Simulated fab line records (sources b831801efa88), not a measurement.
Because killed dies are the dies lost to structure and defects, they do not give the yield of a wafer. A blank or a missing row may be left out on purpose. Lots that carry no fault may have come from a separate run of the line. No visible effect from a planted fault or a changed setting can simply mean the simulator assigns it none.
Split-lot trial	flow sky130	23 wafers read across 5 lots, on a route 708 steps long

== THE SPLIT ITSELF ==
At SKY_POLY_GATE_CVD_03 (deposits Si3N4 from DCS/NH3, target thk 75 nm, time 1290 s), the setting pressure-mtorr was moved away from the recipe's 250 mTorr on 20 of the 23 wafers read, by -11.9% to +6.4%. All remaining wafers had this setting at the recipe value.

No step appears in the file between the split and the reading.

== THE READING ==
POLY_GATE_CVD_03_THK at SKY_POLY_GATE_THK_MEAS_04, in nm. Fault-free wafers of this fab line usually give 74.9 nm, standard deviation 0.47 nm.

wafer	tool, chamber at the split	pressure-mtorr as run, mTorr	against the recipe	POLY_GATE_CVD_03_THK, nm	against lot-mates on the recipe
L074.1	-, -	266	+6.4%	76.6	no lot-mate on the recipe
L074.2	-, -	266	+6.4%	76.5	no lot-mate on the recipe
L074.3	-, -	266	+6.4%	75.9	no lot-mate on the recipe
L074.4	-, -	266	+6.4%	76.4	no lot-mate on the recipe
L074.5	-, -	266	+6.4%	76.0	no lot-mate on the recipe
L075.1	-, -	260.6	+4.2%	75.7	no lot-mate on the recipe
L075.2	-, -	260.6	+4.2%	74.7	no lot-mate on the recipe
L075.3	-, -	260.6	+4.2%	74.7	no lot-mate on the recipe
L075.4	-, -	260.6	+4.2%	75.1	no lot-mate on the recipe
L075.5	-, -	260.6	+4.2%	74.8	no lot-mate on the recipe
L077.1	-, -	261.6	+4.6%	76.0	no lot-mate on the recipe
L077.2	-, -	261.6	+4.6%	75.5	no lot-mate on the recipe
L077.3	-, -	261.6	+4.6%	76.2	no lot-mate on the recipe
L077.5	-, -	261.6	+4.6%	75.4	no lot-mate on the recipe
L077.6	-, -	261.6	+4.6%	76.3	no lot-mate on the recipe
L078.3	lpcvd-02, 1	250	recipe	75.0	-
L078.4	lpcvd-02, 1	250	recipe	74.6	-
L078.5	lpcvd-02, 1	250	recipe	74.3	-
L080.1	-, -	220.3	-11.9%	72.8	no lot-mate on the recipe
L080.2	-, -	220.3	-11.9%	71.7	no lot-mate on the recipe
L080.3	-, -	220.3	-11.9%	71.5	no lot-mate on the recipe
L080.4	-, -	220.3	-11.9%	72.2	no lot-mate on the recipe
L080.5	-, -	220.3	-11.9%	72.3	no lot-mate on the recipe

THE FIT
A straight line over all 23 wafers: POLY_GATE_CVD_03_THK changes by +0.217 nm for each +1% of pressure-mtorr; r = +0.95; the points scatter about the line by 0.5 nm.
Too few moved wafers have a lot-mate on the recipe to fit a line with each lot's own level taken away.

== THE WHOLE CHAIN: every reading that the file lists as answering this split, in the file's order ==
step	what it does	reading	change (the file's fit)	r (the file's)
SKY_POLY_GATE_CVD_03	deposits Si3N4 from DCS/NH3, target thk 75 nm, time 1290 s	Si3N4_of_POLY_GATE_CVD_03.thk-nm (the simulator's own value, which no gauge read)	+0.216 nm for each +1% of the setting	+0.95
SKY_POLY_GATE_THK_MEAS_04		POLY_GATE_CVD_03_THK	+0.215 for each +1% of the setting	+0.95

== THE FILE'S OWN FIT ==
POLY_GATE_CVD_03_THK changes by +0.215 nm for each +1% of pressure-mtorr, r = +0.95.
